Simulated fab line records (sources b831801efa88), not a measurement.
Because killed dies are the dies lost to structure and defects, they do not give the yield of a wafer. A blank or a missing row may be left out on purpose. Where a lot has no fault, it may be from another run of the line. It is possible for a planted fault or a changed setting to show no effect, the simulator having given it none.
8D (eight disciplines) problem report, filled in by code    flow sky130    the parts of the form that need people (team, actions taken, sign-off) are left out

## 1. PROBLEM STATEMENT
Across 6 wafers from 2 lots, VT_ADJUST_LVTN_TW at SKY_VT_ADJUST_LVTN_TW_MEAS_10 averages 30.5, while fault-free wafers read 244.8 with a standard deviation of 2.4. That is -89 standard deviations from the usual mean.
The first sign was on wafer L878.2 at day 11 21:58, on filmMetro-03. The record holds 42 wafers of 14 lots with a number at this step. The rule behind "out" and "out of limits": a value lying over 4 standard deviations away from the usual mean. The rest of the wafers with a number are treated as sound.

## 2. WHAT THIS IS AND IS NOT
question                     is                          is not
which readings at this step  VT_ADJUST_LVTN_TW           -
which lots                   L878, L879                  L860, L861, L862, L864, L865, L866, L868, L870, L873, L877, L881, L882
which wafers of those lots   all that have a number      -
read on which gauges         filmMetro-01, filmMetro-03  -
when                         from day 11 21:58           up to then (30 sound wafers); but 6 sound wafers of L881, L882 came after

## 3. THE SUSPECTS, EACH WITH WHAT RULES IT OUT
Counting: a tool at any process step up to the reading remains a suspect when it ran all the lots that are out and ran no sound lot after the first of those.
- the gauge at SKY_VT_ADJUST_LVTN_TW_MEAS_10: ruled out. 2 gauges (filmMetro-01, filmMetro-03) read the wafers that are out.
- lithoTrack-04 at SKY_VT_ADJUST_LVTN_DEVELOP_06 (develop time 60 s): kept. It processed each lot that is out, first L878 at day 11 21:00, and no sound lot thereafter; up to then, the last sound lot it processed was L877 at day 11 15:00.
Left after counting: lithoTrack-04 at SKY_VT_ADJUST_LVTN_DEVELOP_06.

## 4. THE CAUSE (what the simulator had put in)
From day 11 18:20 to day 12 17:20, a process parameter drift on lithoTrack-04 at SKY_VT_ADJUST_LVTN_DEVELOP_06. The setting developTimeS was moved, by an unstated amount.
Counting left only this tool.

## 5. SEQUENCE OF EFFECTS, ordered by route
Each row: a reading where the mean over the struck wafers with a number is more than 3 standard deviations away from the usual. Scope: only readings with a usual standard deviation given in the record; hours: median across lots of the time from each lot's start at the first step in this table that gives one to its start at this step; sigmas: change in usual standard deviations.
hours  step                           reading            usual  on struck wafers  change  sigmas
0      SKY_VT_ADJUST_LVTN_TW_MEAS_10  VT_ADJUST_LVTN_TW  244.8  30.5              -214.3  -89
Readings that are blank on the struck wafers while sound wafers have them: VT_ADJUST_LVTN_OVL at SKY_VT_ADJUST_LVTN_OVL_MEAS_07.
Later measuring or inspecting steps at which every struck wafer that the step has a row for has a number for every such reading, and none has moved that far: SKY_POLY_GATE_THK_MEAS_21.

## 6. WHAT WOULD HAVE CAUGHT IT SOONER
In this record the first reading out of limits at a measuring or inspecting step was taken at day 11 21:58, 4 hours after the fault began at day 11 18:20.
Between SKY_VT_ADJUST_LVTN_DEVELOP_06 and SKY_VT_ADJUST_LVTN_TW_MEAS_10, SKY_VT_ADJUST_LVTN_OVL_MEAS_07 gave no VT_ADJUST_LVTN_OVL on the struck wafers, where sound wafers have one: a measuring or inspecting step that comes back empty is itself a sign.
Of the tool readings at SKY_VT_ADJUST_LVTN_DEVELOP_06 for which the record gives a usual standard deviation, none was out on any struck wafer, so an alarm limit of 4 standard deviations on them would not have fired.
Of the lots that are out (2), L879 began SKY_VT_ADJUST_LVTN_DEVELOP_06 on lithoTrack-04 after day 11 21:58. Holding the tool at that time would have saved it.
